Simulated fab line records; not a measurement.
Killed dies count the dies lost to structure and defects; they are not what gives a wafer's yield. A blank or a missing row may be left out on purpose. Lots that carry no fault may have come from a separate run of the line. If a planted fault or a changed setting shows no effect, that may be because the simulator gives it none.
Chamber matching | flow sky130 | rie-si-01 running SKY_POLY_GATE_ETCH_17: 4 sister chambers
The step etches poly-Si in HBr/Cl2, stops on SiO2, target depth 180 nm, time 70.5 s. 14 wafers are shown with their chamber, then 7 later ones without.

== WAFERS PAIRED WITH THEIR CHAMBERS ==
wafer  | chamber | drypump-motor-current-A (A) | throttle-valve-pct (%) | oes-product-au (a.u.)
L487.1 | 2       | 5.5                         | 33.687                 | 0.990
L487.2 | 1       | 6.1                         | 33.686                 | 0.995
L487.5 | 3       | 5.9                         | 33.699                 | 1.001
L488.2 | 1       | 6.1                         | 33.691                 | 0.996
L488.3 | 2       | 5.6                         | 33.690                 | 0.992
L488.5 | 2       | 5.6                         | 33.677                 | 0.989
L491.1 | 2       | 5.6                         | 33.690                 | 0.991
L491.2 | 3       | 5.9                         | 33.679                 | 0.982
L491.4 | 0       | 5.1                         | 33.673                 | 0.997
L492.2 | 2       | 5.6                         | 33.684                 | 0.985
L492.3 | 3       | 6.0                         | 33.692                 | 0.993
L492.4 | 1       | 6.1                         | 33.697                 | 0.979
L494.2 | 3       | 6.0                         | 33.683                 | 0.995
L494.3 | 1       | 6.1                         | 33.675                 | 0.984

SIGNATURES, as means of the wafers listed above
reading                 | chamber 0 | chamber 1 | chamber 2 | chamber 3 | scatter within a chamber
drypump-motor-current-A | 5.100     | 6.100     | 5.580     | 5.950     | 0.0424
throttle-valve-pct      | 33.67300  | 33.68725  | 33.68560  | 33.68825  | 0.00788
oes-product-au          | 0.99700   | 0.98850   | 0.98940   | 0.99275   | 0.00653
Rule: for a wafer and a chamber, the distance is found by dividing, reading by reading, the gap between the wafer's reading and the chamber's mean by the reading's scatter, squaring, summing and taking the root. If the next closest chamber is less than 2 further off than the closest, the wafer can't be placed; otherwise it belongs to the closest. The scatter: the root of (the sum of the squares of (reading less its chamber's mean) over the shown wafers, divided by (wafers less chambers)).

== WAFERS WITHOUT THEIR CHAMBER ==
wafer  | drypump-motor-current-A (A) | throttle-valve-pct (%) | oes-product-au (a.u.)
L494.6 | 5.6                         | 33.676                 | 0.983
L495.1 | 5.5                         | 33.684                 | 0.978
L495.2 | 6.1                         | 33.683                 | 0.987
L495.5 | 5.1                         | 33.697                 | 0.998
L497.3 | 5.1                         | 33.679                 | 0.997
L497.4 | 5.5                         | 33.682                 | 0.982
L497.6 | 6.1                         | 33.678                 | 0.993

== WHICH CHAMBER EACH WENT THROUGH ==
wafer  | from the rows above | in truth
L494.6 | 2                   | 2
L495.1 | 2                   | 2
L495.2 | 1                   | 1
L495.5 | 0                   | 0
L497.3 | 0                   | 0
L497.4 | 2                   | 2
L497.6 | 1                   | 1
Placed correctly: 7 of 7. Number that these rows cannot place: 0. 0 placed wrongly.
